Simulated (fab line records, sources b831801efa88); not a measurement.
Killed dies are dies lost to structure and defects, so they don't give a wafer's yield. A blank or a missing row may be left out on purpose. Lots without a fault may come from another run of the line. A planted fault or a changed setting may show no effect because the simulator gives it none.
Problem report in the 8D (eight disciplines) form, filled by code | flow sky130 | the parts of the form that need people (team, actions taken, sign-off) are left out

1. THE PROBLEM
dose_ions_cm2 at SKY_LDD_N_IMPLANT_12 reads a mean of 7.164e+12 on 6 wafers of 2 lots; wafers without a fault read 4.999e+12 with a standard deviation of 5.5e+09. That is +99 or more standard deviations from the usual mean.
First seen on wafer L982.3, day 22 22:27, on implanter-01. The record holds 42 wafers of 14 lots with a number at this step. Rule for "out", or "out of limits": more than 4 standard deviations from the usual mean. The other wafers with a number count as sound.

2. WHAT IT IS AND WHAT IT IS NOT
question                    | is                                | is not
which readings at this step | dose_ions_cm2, faraday_current_uA | beam_energy_keV, rotation_deg
which lots                  | L982, L983                        | L968, L969, L971, L972, L973, L975, L976, L981, L987, L989, L990, L991
which wafers of those lots  | all that have a number            | -
read on which tools         | implanter-01                      | implanter-02, implanter-04
when                        | from day 22 22:27                 | up to then (24 sound wafers); but 12 sound wafers of L987, L989, L990, L991 came after

3. SUSPECTS, AND WHAT RULES EACH OUT
Counting: a tool at a process step up to the reading stays a suspect if it ran every lot that is out and no sound lot after the first of them.
- rie_diel-04 at SKY_POLY_GATE_ETCH_16 (etches Si3N4 in CH3F/O2, stops on poly-Si, time 147.5 s, target depth 75 nm): ruled out as a lasting fault. Sound lots L987, L990 ran on it after its first lot that is out, L982 (day 21 12:11).
- implanter-01 at SKY_LDD_N_IMPLANT_12: ruled out as a lasting fault. Sound lots L991 ran on it after its first lot that is out, L982 (day 22 22:27).
Left after counting: nothing in the record.

4. THE CAUSE (what the simulator had put in)
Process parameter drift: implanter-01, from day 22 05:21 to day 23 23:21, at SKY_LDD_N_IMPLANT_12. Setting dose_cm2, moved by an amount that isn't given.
Counting ruled it out, wrongly.

5. THE CHAIN OF EFFECTS, in route order
Each row: a reading whose mean over the struck wafers that have a number lies more than 3 standard deviations from the usual. Only readings for which the record gives a usual standard deviation are gone through. hours: the time from each lot's start at the first step in this table that gives one to its start at this step, as a median over the lots. sigmas: the change in usual standard deviations.
hours | step                 | reading            | usual     | on struck wafers | change     | sigmas
0     | SKY_LDD_N_IMPLANT_12 | dose_ions_cm2      | 4.999e+12 | 7.164e+12        | +2.165e+12 | +99 or more
0     | SKY_LDD_N_IMPLANT_12 | faraday_current_uA | 28.2      | 40.7             | +12.5      | +21
The process steps in it:
- SKY_LDD_N_IMPLANT_12
Later measuring or inspecting steps at which every struck wafer that the step has a row for has a number for every such reading, and none has moved that far: SKY_LDD_P_CD_MEAS_07, SKY_LDD_HVN_OVL_MEAS_07.

6. WHAT WOULD HAVE CAUGHT IT SOONER
In this record the first reading out of limits was taken at day 22 22:27, 17 hours after the fault began at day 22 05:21.
